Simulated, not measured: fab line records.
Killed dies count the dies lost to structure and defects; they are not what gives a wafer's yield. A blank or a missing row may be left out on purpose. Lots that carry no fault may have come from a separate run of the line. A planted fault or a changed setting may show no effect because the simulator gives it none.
Problem report, 8D (eight disciplines) form, completed by code / flow sky130 / the parts of the form that need people (team, actions taken, sign-off) are left out

## 1. PROBLEM STATEMENT
Wafers free of any fault read 189.2 (standard deviation 1.4) for VT_ADJUST_LVTN_2_TW at SKY_VT_ADJUST_LVTN_TW_MEAS_21, against a mean of 142.5 on 6 wafers of 2 lots. Measured from the usual mean, that is -33 standard deviations.
First seen on wafer L877.3, day 11 04:22, on filmMetro-02. Wafers with a number at this step in the record: 36, from 12 lots. Rule for "out", or "out of limits": more than 4 standard deviations from the usual mean. All remaining wafers that have a number are taken as sound.

## 2. WHAT IT IS; WHAT IT IS NOT
question=which readings at this step | is=VT_ADJUST_LVTN_2_TW | is not=-
question=which lots | is=L877, L879 | is not=L865, L866, L867, L869, L870, L872, L873, L885, L887, L888
question=which wafers of those lots | is=all that have a number | is not=-
question=read on which gauges | is=filmMetro-01, filmMetro-02 | is not=filmMetro-04
question=when | is=from day 11 04:22 | is not=up to then (21 sound wafers); but 9 sound wafers of L885, L887, L888 came after

## 3. WHAT RULES OUT EACH SUSPECT
Counting: a tool stays on the suspect list if, at a process step up to the reading, it processed all lots that are out and no sound lot following the first of them.
- the gauge at SKY_VT_ADJUST_LVTN_TW_MEAS_21 is ruled out. The wafers that are out were read on 2 gauges (filmMetro-01, filmMetro-02).
- implanter-03 at SKY_VT_ADJUST_LVTN_IMPLANT_19: ruled out as a lasting fault. Sound lots L888 ran on it after its first lot that is out, L877 (day 11 04:08).
Left after counting: nothing in the record.

## 4. THE CAUSE (what the simulator had put in)
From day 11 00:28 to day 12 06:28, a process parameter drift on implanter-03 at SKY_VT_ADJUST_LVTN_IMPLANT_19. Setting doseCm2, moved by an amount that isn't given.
Counting ruled it out, wrongly: the rule takes a fault to strike every lot that its tool runs from its start on, and this one did not.

## 5. THE CHAIN OF EFFECTS, in route order
Each row: a reading where the mean over the struck wafers with a number is more than 3 standard deviations away from the usual. Only readings whose record carries a usual standard deviation are examined. hours: median over the lots of the time between each lot's start at the first step of this table that gives one and its start at this step. sigmas: the change, counted in usual standard deviations.
hours=0; step=SKY_VT_ADJUST_LVTN_IMPLANT_19; reading=doseIonsCm2; usual=6.501e+11; on struck wafers=2.313e+11; change=-4.188e+11; sigmas=-99 or more
hours=0; step=SKY_VT_ADJUST_LVTN_IMPLANT_19; reading=faradayCurrentUA; usual=3.66; on struck wafers=1.29; change=-2.37; sigmas=-32
hours=0; step=SKY_VT_ADJUST_LVTN_TW_MEAS_21; reading=VT_ADJUST_LVTN_2_TW; usual=189.2; on struck wafers=142.5; change=-46.7; sigmas=-33
Its process steps:
- SKY_VT_ADJUST_LVTN_IMPLANT_19
Later measuring or inspecting steps at which every struck wafer that the step has a row for has a number for every such reading, and none has moved that far: SKY_POLY_GATE_CD_MEAS_13.

## 6. HOW IT WOULD HAVE BEEN CAUGHT EARLIER
4 hours passed between the start of the fault at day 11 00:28 and the first reading out of limits at a measuring or inspecting step in this record, taken at day 11 04:22.
The tool's own readings at SKY_VT_ADJUST_LVTN_IMPLANT_19 were out on every struck wafer that the step has a row for (doseIonsCm2, faradayCurrentUA): an alarm limit on them would have fired on the first of those.
